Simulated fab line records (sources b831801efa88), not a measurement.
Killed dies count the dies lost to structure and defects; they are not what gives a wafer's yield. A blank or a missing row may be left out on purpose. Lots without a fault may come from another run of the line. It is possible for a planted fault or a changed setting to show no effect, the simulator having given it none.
A struck lot beside a sound one -- flow gf180mcu -- 45 steps out of a route of 602
Sound: the wafers L190.1, L190.3, L190.4. Struck: wafers L205.2, L205.4, L205.5. Last of all comes the cause.
Order at every step that has rows: each side's tool, ch and its chambers, its first start. Under that, the readings that differ: sound wafers -- struck wafers -- difference of the means -- sigmas: that difference in standard deviations of wafers without a fault.
alike: same words and numbers on both sides, and readings whose means sit less than 2 such deviations apart. not compared: any withheld reading, any reading some wafer has no value for, any bound like >300 that may hide the same value, and any number with overlapping values for which the record gives no deviation.
A row with sigmas, a row that says differs or no value, or rows on one side alone: a step with any of these is where the two part. Non-overlapping numbers with no deviation appear without sigmas and do not part them. Lack of a reading on every wafer of one side parts them only where that side has two or more wafers.

first, 5 steps without rows for these wafers: GF_MVSD_COAT_02 (resist thk 3000 nm); GF_MVSD_SOFTBAKE_03; GF_MVSD_EXPOSE_04 (exposes mask MVSD, target cd 1000 nm); GF_MVSD_PEB_05; GF_MVSD_DEVELOP_06 (develop time 60 s).
GF_MVSD_OVL_MEAS_07:
  sound on overlay-01, day 4 23:27; struck on overlay-02, day 8 16:41
  alike: MVSD_OVL
then, 2 steps without rows for these wafers: GF_MVSD_IMPLANT_08; GF_MVSD_IMPLANT_09.
GF_MVSD_STRIP_10: strips in O2/N2.
  sound on plasma_asher-01 ch 0,1, day 4 23:47; struck on plasma_asher-03 ch 0,1, day 8 17:01
  alike: drypump_motor_current_A, heater_power_w, oes_product_au, strip_time_to_endpoint_s
  not compared: rf_hours_counter_h
GF_MVSD_TW_MEAS_11:
  sound on film_metro-01, day 4 23:53; struck on film_metro-03, day 8 17:07
reading,sound,struck,difference,sigmas
MVSD_TW,1543 1540 1556,1583 1584 1579,+36,+2
then, 2 steps without rows for these wafers: GF_MVPSD_DEHYDRATE_00 (time 60 s); GF_MVPSD_HMDS_01 (prime time 60 s).
GF_MVPSD_COAT_02: resist thk 3000 nm.
  struck on litho_track-04, day 9 00:53; sound on litho_track-04 ch 0, day 5 06:04
  no value came back on the struck wafers for chill_plate_temp_C (C), dispense_pressure_kPa (kPa); on the sound wafers chill_plate_temp_C (C) reads 23.15 22.99 23.06
then, 4 steps without rows for these wafers: GF_MVPSD_SOFTBAKE_03; GF_MVPSD_EXPOSE_04 (exposes mask MVPSD, target cd 1000 nm); GF_MVPSD_PEB_05; GF_MVPSD_DEVELOP_06 (develop time 60 s).
GF_MVPSD_OVL_MEAS_07:
  sound on overlay-01, day 5 13:23; struck on overlay-01, day 9 09:44
reading,sound,struck,difference,sigmas
MVPSD_OVL (nm),-1.1 -1.6 0.3,- - -,no value on the struck wafers,
then, 2 steps without rows for these wafers: GF_MVPSD_IMPLANT_08; GF_MVPSD_IMPLANT_09.
GF_MVPSD_STRIP_10: strips in O2/N2.
  sound on plasma_asher-01 ch 0,1, day 5 13:43; struck on plasma_asher-02 ch 0,1, day 9 10:04
  no value came back on the struck wafers for oes_product_au (a.u.), strip_time_to_endpoint_s (s); on the sound wafers oes_product_au (a.u.) reads 0.718 0.726 0.712
  alike: drypump_motor_current_A, heater_power_w
  not compared: rf_hours_counter_h
GF_MVPSD_TW_MEAS_11:
  sound on film_metro-03, day 5 13:49; struck on film_metro-03, day 9 10:10
  alike: MVPSD_TW
then, 7 steps without rows for these wafers: GF_VT_IMPLANT_DEHYDRATE_00 (time 60 s); GF_VT_IMPLANT_HMDS_01 (prime time 60 s); GF_VT_IMPLANT_COAT_02 (resist thk 1000 nm); GF_VT_IMPLANT_SOFTBAKE_03 (time 60 s); GF_VT_IMPLANT_EXPOSE_04 (exposes mask LVPWELL LV AREA, target cd 600 nm); GF_VT_IMPLANT_PEB_05; GF_VT_IMPLANT_DEVELOP_06 (develop time 60 s).
GF_VT_IMPLANT_OVL_MEAS_07:
  sound on overlay-02, day 6 04:12; struck on overlay-02, day 10 03:04
  alike: VT_IMPLANT_OVL
next, for these wafers, 1 step has no rows: GF_VT_IMPLANT_IMPLANT_08.
GF_VT_IMPLANT_STRIP_09: strips in O2/N2.
  sound on plasma_asher-02 ch 0,1, day 6 04:23; struck on plasma_asher-03 ch 0,1, day 10 03:14
  alike: drypump_motor_current_A, heater_power_w, oes_product_au, strip_time_to_endpoint_s
  not compared: rf_hours_counter_h
GF_VT_IMPLANT_TW_MEAS_10:
  sound on film_metro-01, day 6 04:29; struck on film_metro-04, day 10 03:21
reading,sound,struck,difference,sigmas
VT_IMPLANT_TW,553 553 554,688 690 689,+136,+32
then, 7 steps without rows for these wafers: GF_VT_IMPLANT_DEHYDRATE_11 (time 60 s); GF_VT_IMPLANT_HMDS_12 (prime time 60 s); GF_VT_IMPLANT_COAT_13 (resist thk 1000 nm); GF_VT_IMPLANT_SOFTBAKE_14 (time 60 s); GF_VT_IMPLANT_EXPOSE_15 (exposes mask Nwell LV AREA, target cd 860 nm); GF_VT_IMPLANT_PEB_16; GF_VT_IMPLANT_DEVELOP_17 (develop time 60 s).
GF_VT_IMPLANT_OVL_MEAS_18:
  sound on overlay-02, day 6 19:20; struck on overlay-01, day 10 20:31
  alike: VT_IMPLANT_01_OVL
next, for these wafers, 1 step has no rows: GF_VT_IMPLANT_IMPLANT_19.
GF_VT_IMPLANT_TW_MEAS_21:
  sound on film_metro-03, day 6 19:38; struck on film_metro-03, day 10 20:49
reading,sound,struck,difference,sigmas
VT_IMPLANT_2_TW,1206 1212 1214,1246 1248 1243,+35,+4
GF_VT_IMPLANT_TW_MEAS_32:
  sound on film_metro-01, day 7 10:58; struck on film_metro-04, day 11 15:42
reading,sound,struck,difference,sigmas
VT_IMPLANT_3_TW,266.1 266.0 266.7,557.8 560.8 562.9,+294.2,+99 or more
GF_VT_IMPLANT_TW_MEAS_43:
  sound on film_metro-01, day 8 03:26; struck on film_metro-01, day 12 10:32
reading,sound,struck,difference,sigmas
VT_IMPLANT_4_TW,682 682 681,771 769 774,+90,+18

WHERE THEY PART
Earliest at GF_MVSD_TW_MEAS_11; latest, in this record, at GF_VT_IMPLANT_TW_MEAS_43.

WHY: what had been put in by the simulator
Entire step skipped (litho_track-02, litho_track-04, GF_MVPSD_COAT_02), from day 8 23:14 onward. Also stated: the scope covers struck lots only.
